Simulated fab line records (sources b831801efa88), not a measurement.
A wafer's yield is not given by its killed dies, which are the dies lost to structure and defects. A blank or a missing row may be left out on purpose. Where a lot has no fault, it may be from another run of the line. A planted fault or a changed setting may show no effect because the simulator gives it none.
A struck lot beside a sound one :: flow sky130 :: 20 out of 708 route steps
Sound: wafers L660.1, L660.2, L660.3. The struck wafers were L675.1, L675.3, L675.6. The cause is named last.
For every step that has rows: the tool of each side, followed by ch and its chambers, followed by its first start. Under that, the readings that differ: sound wafers :: struck wafers :: difference of the means :: sigmas: that difference in standard deviations of wafers without a fault.
alike: a reading whose means differ by less than 2 such deviations, as well as words and numbers matching on both sides. not compared: withheld readings; readings where some wafer has no value; bounds like >300 that might hide an equal value; numbers whose values overlap and for which the record gives no deviation.
A row with sigmas, a row that says differs or no value, or rows on one side alone: a step with any of these is where the two part. Numbers that don't overlap but have no deviation are shown without sigmas and don't part them. A reading that every wafer of one side lacks parts them only if that side has two wafers or more.

first, 7 steps without rows for these wafers: SKY_PASSIVATION_DEHYDRATE_04 (time 60 s); SKY_PASSIVATION_HMDS_05 (prime time 60 s); SKY_PASSIVATION_COAT_06 (resist thk 3000 nm); SKY_PASSIVATION_SOFTBAKE_07; SKY_PASSIVATION_EXPOSE_08 (exposes mask NSM, target cd 3000 nm); SKY_PASSIVATION_PEB_09; SKY_PASSIVATION_DEVELOP_10 (develop time 60 s).
SKY_PASSIVATION_ETCH_11: etches the open film in CF4/O2, stops on AlCu, target depth 725 nm, time 161.1 s.
  sound on rie_diel-04 ch 0,2,3, day 45 17:13; struck on rie_diel-02 ch 0,3, day 49 09:46
  alike: drypump_motor_current_A, oes_product_au, throttle_valve_pct
  not compared: rf_hours_counter_h
SKY_PASSIVATION_STRIP_12: strips in O2/N2.
  sound on plasma_asher-04 ch 0,1, day 45 17:19; struck on plasma_asher-01 ch 0,1, day 49 09:52
reading: strip_time_to_endpoint_s (s)
sound: 31.71 31.61 31.55
struck: 31.27 31.38 31.25
difference: -0.32
sigmas: -2
  alike: drypump_motor_current_A, oes_product_au
  not compared: rf_hours_counter_h
then, 3 steps without rows for these wafers: SKY_PAD_OPEN_DEHYDRATE_00 (time 60 s); SKY_PAD_OPEN_HMDS_01 (prime time 60 s); SKY_PAD_OPEN_COAT_02 (resist thk 2966 nm).
SKY_PAD_OPEN_SOFTBAKE_03:
  sound on litho_track-02 ch 0, day 46 02:55; struck on litho_track-02 ch 0, day 49 18:16
reading: heater_power_total_W (W)
sound: 65.27 65.36 65.17
struck: 69.70 69.75 69.95
difference: +4.53
sigmas: +32

reading: plate_temp_C (C)
sound: 110.00 109.91 109.97
struck: 115.46 115.61 115.72
difference: +5.64
sigmas: +43

reading: model.coat_of_PAD_OPEN_COAT_02.thk_nm (nm)
sound: 2965 2962 2954
struck: 2925 2918 2918
difference: -40
sigmas: 
then, 2 steps without rows for these wafers: SKY_PAD_OPEN_EXPOSE_04 (exposes mask PDM, target cd 60000 nm); SKY_PAD_OPEN_PEB_05.
SKY_PAD_OPEN_DEVELOP_06: develop time 60 s.
  sound on litho_track-03 ch 0; struck on litho_track-04 ch 0
reading: model.coat_of_PAD_OPEN_COAT_02.thk_nm (nm)
sound: 2964 2961 2953
struck: 2924 2917 2917
difference: -40
sigmas: 
SKY_PAD_OPEN_ETCH_07: etches the open film in CF4/O2, stops on AlCu, target depth 725 nm, time 161.1 s.
  sound on rie_diel-01 ch 1,2,3, day 46 12:59; struck on rie_diel-01 ch 0,1, day 50 02:58
  alike: drypump_motor_current_A, oes_product_au, throttle_valve_pct
  not compared: rf_hours_counter_h
SKY_PAD_OPEN_STRIP_08: strips in O2/N2.
  sound on plasma_asher-04 ch 0,1, day 46 13:05; struck on plasma_asher-02 ch 0,1, day 50 03:08
reading: strip_time_to_endpoint_s (s)
sound: 36.63 36.61 36.51
struck: 36.22 36.13 36.12
difference: -0.43
sigmas: -4
  alike: drypump_motor_current_A, oes_product_au
  not compared: rf_hours_counter_h
then, 1 step without rows for these wafers: SKY_PAD_OPEN_STRIP_09 (strips in post etch residue remover, time 1200 s).
SKY_PAD_OPEN_PROBE_99:
  sound on prober-02, day 46 15:19; struck on prober-01, day 50 05:20
reading: sort_bin_6_memory (%)
sound: 7.5 7.9 6.1
struck: 4.1 5.3 5.7
difference: -2.1
sigmas: -2
  alike: defect_limited_yield, killed_at_M0_to_M3, killed_at_M4_up, killed_at_contacts, killed_at_front_end, killed_at_other, killed_dies, killed_on_rim, killed_open, killed_short, sort_bin_3_pad_short, sort_bin_5_function, sort_n_pass, sort_yield_pct

== WHERE THEY PART ==
Last at SKY_PAD_OPEN_PROBE_99 as far as this record goes, first at SKY_PASSIVATION_STRIP_12.

WHY: what the simulator had put in
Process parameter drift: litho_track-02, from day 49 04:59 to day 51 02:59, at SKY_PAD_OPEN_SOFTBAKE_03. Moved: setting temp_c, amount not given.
